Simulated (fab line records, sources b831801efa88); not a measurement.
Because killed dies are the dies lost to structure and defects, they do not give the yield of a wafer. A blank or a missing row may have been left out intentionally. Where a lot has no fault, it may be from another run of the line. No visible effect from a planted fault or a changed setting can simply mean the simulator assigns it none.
Code-filled problem report in 8D (eight disciplines) form | flow sfq line | the parts of the form that need people (team, actions taken, sign-off) are left out

== 1. WHAT WENT WRONG ==
Wafers free of any fault read -2 nm (standard deviation 4.5) for I5_OVL at SFQ_I5_OVL_MEAS_936, against a mean of 73 nm on 12 wafers of 4 lots. Measured from the usual mean, that is +17 standard deviations.
First seen on wafer L831.1, day 69 22:30, on overlay-01. Wafers with a number at this step in the record: 48, from 16 lots. Rule for "out" (also "out of limits"): further than 4 standard deviations from the usual mean. The other wafers with a number count as sound.

== 2. WHAT IT IS AND WHAT IT IS NOT ==
question                    | is                     | is not
which readings at this step | I5_OVL                 | -
which lots                  | L831, L832, L833, L834 | L821, L822, L824, L826, L827, L829, L830, L835, L836, L839, L842, L843
which wafers of those lots  | all that have a number | -
read on which gauges        | overlay-01             | overlay-02
when                        | from day 69 22:30      | up to then (21 sound wafers); but 15 sound wafers of L835, L836, L839, L842, L843 came after

== 3. SUSPECTS, AND WHAT RULES EACH OUT ==
Counting: a tool at a process step up to the reading stays a suspect if it ran every lot that is out and no sound lot after the first of them.
- the gauge at SFQ_I5_OVL_MEAS_936: kept. All the wafers that are out were read on overlay-01, and no step on other tools shows them out.
- krf scanner-02 at SFQ_TRILAYER_I5_LITHO_EXPOSE_145 (exposes mask I5, target cd 700 nm): kept. It processed each lot that is out, first L831 at day 69 21:00, and no sound lot thereafter; up to then, the last sound lot it processed was L830 at day 69 19:48.
What counting leaves: krf scanner-02 at SFQ_TRILAYER_I5_LITHO_EXPOSE_145 and overlay-01 at SFQ_I5_OVL_MEAS_936.

== 4. THE CAUSE (what the simulator had put in) ==
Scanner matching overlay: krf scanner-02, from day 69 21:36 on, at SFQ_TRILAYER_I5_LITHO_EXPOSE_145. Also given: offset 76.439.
2 suspects survive the count, and this tool is in that group.

== 5. THE EFFECT CHAIN, in route order ==
Each row: a reading where the mean over the struck wafers with a number is more than 3 standard deviations away from the usual. Only readings for which the record gives a usual standard deviation are gone through. hours: the time from each lot's start at the first step in this table that gives one to its start at this step, as a median over the lots. sigmas: the change in usual standard deviations.
hours | step                | reading | usual | on struck wafers | change | sigmas
0     | SFQ_I5_OVL_MEAS_936 | I5_OVL  | -2 nm | 73               | +75    | +17

== 6. WHAT WOULD HAVE CAUGHT IT SOONER ==
In this record the first reading out of limits at a measuring or inspecting step was taken at day 69 22:30, 1 hour after the fault began at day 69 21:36.
No tool reading at SFQ_TRILAYER_I5_LITHO_EXPOSE_145 that has a usual standard deviation in the record was out on any struck wafer, so an alarm limit of 4 standard deviations on those readings would not have fired.
Lots out: 4; of these, L833, L834 started SFQ_TRILAYER_I5_LITHO_EXPOSE_145 on krf scanner-02 after day 69 22:30. A hold on the tool at that time would have spared those 2.
